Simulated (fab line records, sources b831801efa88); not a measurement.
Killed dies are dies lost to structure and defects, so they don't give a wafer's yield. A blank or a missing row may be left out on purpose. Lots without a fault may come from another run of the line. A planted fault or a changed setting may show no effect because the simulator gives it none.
A struck lot beside a sound one | flow sky130 | 23 steps out of a route of 708
Sound: wafers L215.3, L215.4, L215.5. Struck: wafers L229.1, L229.3, L229.6. The cause comes at the end.
At each step with rows: each side's tool, then ch and its chambers, then its first start. Under that, the readings that differ: sound wafers | struck wafers | difference of the means | sigmas: that difference in standard deviations of wafers without a fault.
alike: readings whose means differ by less than 2 such deviations, and words and numbers that are the same on both sides. not compared: withheld readings, readings that some wafer has no value for, bounds like >300 that may hide the same value, and numbers for which the record gives no deviation and whose values overlap.
The two part at a step that has a row with sigmas, a row that says differs or no value, or rows on one side only. Numbers that don't overlap but have no deviation are shown without sigmas and don't part them. A reading that every wafer of one side lacks parts them only if that side has two wafers or more.

first, 1 step without rows for these wafers: SKY_CAP2M_DEVELOP_11 (develop time 60 s).
SKY_CAP2M_OVL_MEAS_12:
  sound on overlay-02, day 42 10:49; struck on overlay-01, day 45 02:57
  alike: CAP2M_OVL
SKY_CAP2M_METAL_ETCH_13: etches TiN in Cl2/BCl3, stops on SiO2, target depth 220 nm, time 62.9 s.
  sound on rie_metal-02 ch 0,1, day 42 10:52; struck on rie_metal-01 ch 1, day 45 02:59
  reading                | sound                | struck               | difference | sigmas
  throttle_valve_pct (%) | 21.914 21.912 21.905 | 21.887 21.886 21.892 | -0.022     | -2
  alike: drypump_motor_current_A, oes_product_au
  not compared: rf_hours_counter_h
SKY_CAP2M_STRIP_14: strips in O2/N2.
  sound on plasma_asher-02 ch 0,1, day 42 10:56; struck on plasma_asher-04 ch 0, day 45 03:04
  alike: drypump_motor_current_A, n2_flow_sccm, oes_product_au, strip_time_to_endpoint_s
  not compared: rf_hours_counter_h
then, 8 steps without rows for these wafers: SKY_CAP2M_STRIP_15 (strips in post etch residue remover, time 1200 s); SKY_CAP2M_CLEAN_16 (cleans in IPA, time 180 s); SKY_CAP2M_CLEAN_17 (cleans in O3/DIW); SKY_METAL4_DEHYDRATE_05 (time 60 s); SKY_METAL4_HMDS_06 (prime time 60 s); SKY_METAL4_COAT_07 (resist thk 60 nm); SKY_METAL4_COAT_08 (resist thk 1140 nm); SKY_METAL4_SOFTBAKE_09 (time 90 s).
SKY_METAL4_EXPOSE_10: exposes mask MM4, target cd 300 nm.
  sound on krf_scanner-02 ch 0, day 42 22:38; struck on krf_scanner-01 ch 0, day 45 15:21
  reading              | sound                | struck               | difference | sigmas
  exposure_dose_mJ_cm2 | 28.037 28.009 28.016 | 25.549 25.565 25.530 | -2.473     | -88
  alike: mask
then, 2 steps without rows for these wafers: SKY_METAL4_PEB_11; SKY_METAL4_DEVELOP_12 (develop time 60 s).
SKY_METAL4_CD_MEAS_13: target cd 300 nm.
  sound on cd_sem-02, day 43 10:26; struck on cd_sem-02, day 46 00:39
  reading    | sound             | struck            | difference | sigmas
  cd_nm (nm) | 300.1 298.5 298.5 | 316.8 315.5 318.1 | +17.8      | +13
SKY_METAL4_OVL_MEAS_14:
  sound on overlay-01, day 43 10:32; struck on overlay-01, day 46 00:46
  alike: METAL4_OVL
SKY_METAL4_DESCUM_15: chemistry O2, time 8 s.
  sound on rie_metal-03 ch 0,1, day 43 10:34; struck on rie_metal-01 ch 0, day 46 00:48
  reading                 | sound             | struck            | difference | sigmas
  model.METAL4.cd_nm (nm) | 299.4 297.9 297.8 | 316.3 315.1 317.7 | +18.0      |
  alike: drypump_motor_current_A, oes_product_au
  not compared: rf_hours_counter_h
SKY_METAL4_ETCH_16: etches BARC in N2/H2, stops on SiO2, time 88.2 s, target depth 60 nm.
  sound on rie_metal-03 ch 0,1, day 43 10:37; struck on rie_metal-01 ch 0, day 46 00:50
  alike: drypump_motor_current_A, n2_flow_sccm, oes_product_au, throttle_valve_pct
  not compared: rf_hours_counter_h
SKY_METAL4_ETCH_17: etches SiO2 in C4F8/O2/Ar, stops on TiN, time 3.9 s, target depth 15 nm.
  sound on rie_diel-02 ch 1,2,3, day 43 10:41; struck on rie_diel-02 ch 0,2,3, day 46 00:56
  alike: oes_product_au
  not compared: rf_hours_counter_h
SKY_METAL4_METAL_ETCH_18: etches the open film in Cl2/BCl3, stops on SiO2, target depth 845 nm, time 183.1 s.
  sound on rie_metal-01 ch 0,1, day 43 10:46; struck on rie_metal-03 ch 0,1, day 46 00:57
  reading                 | sound             | struck            | difference | sigmas
  model.METAL4.cd_nm (nm) | 301.5 300.8 300.8 | 314.5 328.2 326.2 | +21.9      |
  alike: drypump_motor_current_A, oes_product_au, throttle_valve_pct
  not compared: rf_hours_counter_h
SKY_METAL4_STRIP_19: strips in O2/N2.
  sound on plasma_asher-01 ch 0,1, day 43 10:55; struck on plasma_asher-01 ch 0,1, day 46 01:08
  alike: drypump_motor_current_A, n2_flow_sccm, oes_product_au, strip_time_to_endpoint_s
  not compared: rf_hours_counter_h
-- the record jumps here: 3 days lie between the struck wafers' starts before and after (it left off in module METAL4 and takes up again in module PAD_OPEN, whose first step shown is number 708 of the route) --
SKY_PAD_OPEN_PROBE_99:
  sound on prober-02, day 47 07:42; struck on prober-02, day 49 12:20
  reading                        | sound                | struck               | difference | sigmas
  model.etest.met4.width_nm (nm) | 299.4 300.5 301.8    | 313.4 327.8 328.4    | +22.6      |
  model.etest.met4.line_ohm_um   | 0.1433 0.1435 0.1422 | 0.1351 0.1292 0.1294 | -0.0118    |
  alike: defect_limited_yield, killed_at_M0_to_M3, killed_at_M4_up, killed_at_contacts, killed_at_front_end, killed_at_other, killed_dies, killed_open, killed_short, sort_bin_3_pad_short, sort_bin_5_function, sort_bin_6_memory, sort_n_pass, sort_yield_pct

WHERE THEY PART
First at SKY_CAP2M_METAL_ETCH_13; last, within this record, at SKY_METAL4_CD_MEAS_13. Later steps at which nothing parts them and some readings are alike: SKY_METAL4_OVL_MEAS_14, SKY_METAL4_DESCUM_15, SKY_METAL4_ETCH_16, SKY_METAL4_ETCH_17, SKY_METAL4_METAL_ETCH_18, SKY_METAL4_STRIP_19, SKY_PAD_OPEN_PROBE_99.

WHY: what the simulator had put in
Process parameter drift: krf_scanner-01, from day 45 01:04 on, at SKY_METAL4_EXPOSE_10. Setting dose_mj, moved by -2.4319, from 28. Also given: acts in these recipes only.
